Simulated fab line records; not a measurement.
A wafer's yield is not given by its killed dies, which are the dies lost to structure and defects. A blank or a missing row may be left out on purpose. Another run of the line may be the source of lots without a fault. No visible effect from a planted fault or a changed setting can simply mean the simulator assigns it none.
Matching of chambers | flow sky130 | cmp-02 running SKY_VIA3_CMP_02: 4 sister chambers
The step polishes SiO2. 4 wafers are shown with their chamber, then 12 later ones without.

## EACH WAFER AND ITS CHAMBER
wafer  | chamber | motor-current-A (A)
L089.5 | 2       | 12.7
L090.2 | 3       | 11.4
L090.3 | 0       | 12.7
L090.5 | 1       | 11.3

## WAFERS WHOSE CHAMBER IS MISSING
wafer  | motor-current-A (A)
L092.1 | 11.6
L092.4 | 12.4
L092.5 | 11.4
L094.1 | 13.0
L094.4 | 11.2
L094.5 | 12.8
L097.1 | 12.4
L097.4 | 11.6
L097.5 | 11.2
L095.2 | 11.7
L095.4 | 13.2
L095.5 | 12.9

## WHICH CHAMBER EACH ONE RAN IN
wafer  | from the rows above     | in truth
L092.1 | can't be placed: 3 or 1 | 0
L092.4 | can't be placed: 0 or 2 | 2
L092.5 | can't be placed: 3 or 1 | 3
L094.1 | can't be placed: 0 or 2 | 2
L094.4 | can't be placed: 1 or 3 | 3
L094.5 | can't be placed: 0 or 2 | 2
L097.1 | can't be placed: 0 or 2 | 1
L097.4 | can't be placed: 3 or 1 | 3
L097.5 | can't be placed: 1 or 3 | 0
L095.2 | can't be placed: 3 or 1 | 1
L095.4 | can't be placed: 0 or 2 | 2
L095.5 | can't be placed: 0 or 2 | 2
Correctly placed: 0 of 12. These rows do not allow placing 12 (true chamber among the candidates in 9). Wrongly placed: 0.
How it was worked out, from the rows above alone: a wafer's distance from a chamber is the root of the sum, over the readings, of the square of ((its reading less the chamber's mean) divided by the reading's scatter). If the next closest chamber is less than 2 further off than the closest, the wafer can't be placed; otherwise it belongs to the closest. A chamber's mean is the mean of its shown wafers. The scatter: root of mean squared gap, hidden wafer to nearest shown wafer, with one shown wafer a chamber.
